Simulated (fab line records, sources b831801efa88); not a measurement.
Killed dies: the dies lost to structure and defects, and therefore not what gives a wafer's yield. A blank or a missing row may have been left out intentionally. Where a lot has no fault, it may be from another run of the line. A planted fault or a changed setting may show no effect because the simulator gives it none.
Check of tool commonality :: flow sky130 :: 11 lots and 36 wafers in the sample

## WHY IT WAS OPENED
At SKY_VT_ADJUST_HVTR_TW_MEAS_11 the reading VT_ADJUST_HVTR_TW is flagged on 1 of 11 lots. Wafers without a fault read 212.5, standard deviation 1.3.
Rule: flag the lot when none of its wafers has a number, or when each of its wafers that has one lies beyond 4 standard deviations from that mean. All remaining lots are regarded as sound.

lot: L718
measured: day 10 03:13
on: film_metro-01
VT_ADJUST_HVTR_TW, wafer by wafer: 215.5 215.5 215.7
flag: 

lot: L721
measured: day 10 16:35
on: film_metro-03
VT_ADJUST_HVTR_TW, wafer by wafer: 211.3 212.5 213.0
flag: 

lot: L722
measured: day 11 01:08
on: film_metro-01
VT_ADJUST_HVTR_TW, wafer by wafer: 211.3 211.7 213.0
flag: 

lot: L723
measured: day 11 12:27
on: film_metro-01
VT_ADJUST_HVTR_TW, wafer by wafer: 213.5 213.2 212.1
flag: 

lot: L725
measured: day 11 22:56
on: film_metro-01
VT_ADJUST_HVTR_TW, wafer by wafer: 212.8 213.5 211.8
flag: 

lot: L726
measured: day 12 06:19
on: film_metro-03
VT_ADJUST_HVTR_TW, wafer by wafer: 30.2 30.4 30.2 30.4 30.2 30.3
flag: FLAGGED

lot: L734
measured: day 14 17:31
on: film_metro-03
VT_ADJUST_HVTR_TW, wafer by wafer: 210.5 210.7 210.3
flag: 

lot: L735
measured: day 15 02:32
on: film_metro-03
VT_ADJUST_HVTR_TW, wafer by wafer: 212.5 211.7 212.0
flag: 

lot: L736
measured: day 15 08:56
on: film_metro-01
VT_ADJUST_HVTR_TW, wafer by wafer: 213.7 212.6 213.7
flag: 

lot: L738
measured: day 15 20:17
on: film_metro-01
VT_ADJUST_HVTR_TW, wafer by wafer: 213.1 213.8 213.6
flag: 

lot: L740
measured: day 16 19:18
on: film_metro-01
VT_ADJUST_HVTR_TW, wafer by wafer: 213.7 213.3 212.1
flag: 
Averaged over the flagged lots the numbers come to 30.3, -182.2 from the usual (-99 or more standard deviations).

## WHICH TOOL RAN EACH LOT
The record holds 2 process steps before the reading, out of a route of 708 steps. Cell contents, in order: the tool; ch with the chambers the sampled wafers went through; the start.
lot: L718
flag: 
SKY_NWELL_RTA_28: rtp_anneal-02 ch 0, day 5 20:33
SKY_VT_ADJUST_HVTR_EXPOSE_04: iline_stepper-02 ch 0, day 9 15:45

lot: L721
flag: 
SKY_NWELL_RTA_28: rtp_anneal-01 ch 0, day 6 06:40
SKY_VT_ADJUST_HVTR_EXPOSE_04: iline_stepper-02 ch 0, day 10 05:31

lot: L722
flag: 
SKY_NWELL_RTA_28: rtp_anneal-01 ch 0, day 6 14:31
SKY_VT_ADJUST_HVTR_EXPOSE_04: iline_stepper-02 ch 0, day 10 14:22

lot: L723
flag: 
SKY_NWELL_RTA_28: rtp_anneal-02 ch 0, day 7 00:24
SKY_VT_ADJUST_HVTR_EXPOSE_04: iline_stepper-01 ch 0, day 11 00:35

lot: L725
flag: 
SKY_NWELL_RTA_28: rtp_anneal-01 ch 0, day 7 09:13
SKY_VT_ADJUST_HVTR_EXPOSE_04: iline_stepper-01 ch 0, day 11 11:24

lot: L726
flag: FLAGGED
SKY_NWELL_RTA_28: rtp_anneal-02 ch 0, day 7 14:33
SKY_VT_ADJUST_HVTR_EXPOSE_04: iline_stepper-01 ch 0, day 11 18:43

lot: L734
flag: 
SKY_NWELL_RTA_28: rtp_anneal-02 ch 0, day 9 16:38
SKY_VT_ADJUST_HVTR_EXPOSE_04: iline_stepper-01 ch 0, day 14 04:11

lot: L735
flag: 
SKY_NWELL_RTA_28: rtp_anneal-01 ch 0, day 9 23:58
SKY_VT_ADJUST_HVTR_EXPOSE_04: iline_stepper-01 ch 0, day 14 13:35

lot: L736
flag: 
SKY_NWELL_RTA_28: rtp_anneal-02 ch 0, day 10 06:10
SKY_VT_ADJUST_HVTR_EXPOSE_04: iline_stepper-02 ch 0, day 14 20:26

lot: L738
flag: 
SKY_NWELL_RTA_28: rtp_anneal-01 ch 0, day 10 16:19
SKY_VT_ADJUST_HVTR_EXPOSE_04: iline_stepper-02 ch 0, day 15 06:34

lot: L740
flag: 
SKY_NWELL_RTA_28: rtp_anneal-01 ch 0, day 11 10:00
SKY_VT_ADJUST_HVTR_EXPOSE_04: iline_stepper-02 ch 0, day 16 05:13
What the steps here do:
- SKY_NWELL_RTA_28: time 30 s.
- SKY_VT_ADJUST_HVTR_EXPOSE_04: exposes mask HVTRM, target cd 380 nm.
- SKY_VT_ADJUST_HVTR_TW_MEAS_11

## FLAGGED AGAINST TOTAL, ONE TOOL AT A TIME (gauges that did the reading follow at the end)
step: SKY_NWELL_RTA_28
tool: rtp_anneal-01
lots run: 6
flagged: 0
share of the flagged lots: none
sound lots run after its first flagged lot: -

step: SKY_NWELL_RTA_28
tool: rtp_anneal-02
lots run: 5
flagged: 1
share of the flagged lots: all
sound lots run after its first flagged lot: 2 (L734,L736)

step: SKY_VT_ADJUST_HVTR_EXPOSE_04
tool: iline_stepper-01
lots run: 5
flagged: 1
share of the flagged lots: all
sound lots run after its first flagged lot: 2 (L734,L735)

step: SKY_VT_ADJUST_HVTR_EXPOSE_04
tool: iline_stepper-02
lots run: 6
flagged: 0
share of the flagged lots: none
sound lots run after its first flagged lot: -

step: SKY_VT_ADJUST_HVTR_TW_MEAS_11
tool: film_metro-01
lots run: 7
flagged: 0
share of the flagged lots: none
sound lots run after its first flagged lot: -

step: SKY_VT_ADJUST_HVTR_TW_MEAS_11
tool: film_metro-03
lots run: 4
flagged: 1
share of the flagged lots: all
sound lots run after its first flagged lot: 2 (L734,L735)

## WHAT THE TABLE ALLOWS
Rows of the table that ran every flagged lot, 3 in all: rtp_anneal-02 at SKY_NWELL_RTA_28, iline_stepper-01 at SKY_VT_ADJUST_HVTR_EXPOSE_04, film_metro-03 at SKY_VT_ADJUST_HVTR_TW_MEAS_11.
- rtp_anneal-02 at SKY_NWELL_RTA_28 ran 5 lots, 1 of them flagged. After the first flagged lot (L734, L736), sound lots still ran on it; a lasting fault on the whole tool would not permit that.
- iline_stepper-01 at SKY_VT_ADJUST_HVTR_EXPOSE_04 ran 5 lots, 1 of them flagged. After the first flagged lot (L734, L735), sound lots still ran on it; a lasting fault on the whole tool would not permit that.
- film_metro-03 at SKY_VT_ADJUST_HVTR_TW_MEAS_11 ran 4 lots, 1 of them flagged. After the first flagged lot (L734, L735), sound lots still ran on it; a lasting fault on the whole tool would not permit that.
No row of the table ran every flagged lot and no sound lot after the first.

## WHAT THE SIMULATOR HAD PUT IN
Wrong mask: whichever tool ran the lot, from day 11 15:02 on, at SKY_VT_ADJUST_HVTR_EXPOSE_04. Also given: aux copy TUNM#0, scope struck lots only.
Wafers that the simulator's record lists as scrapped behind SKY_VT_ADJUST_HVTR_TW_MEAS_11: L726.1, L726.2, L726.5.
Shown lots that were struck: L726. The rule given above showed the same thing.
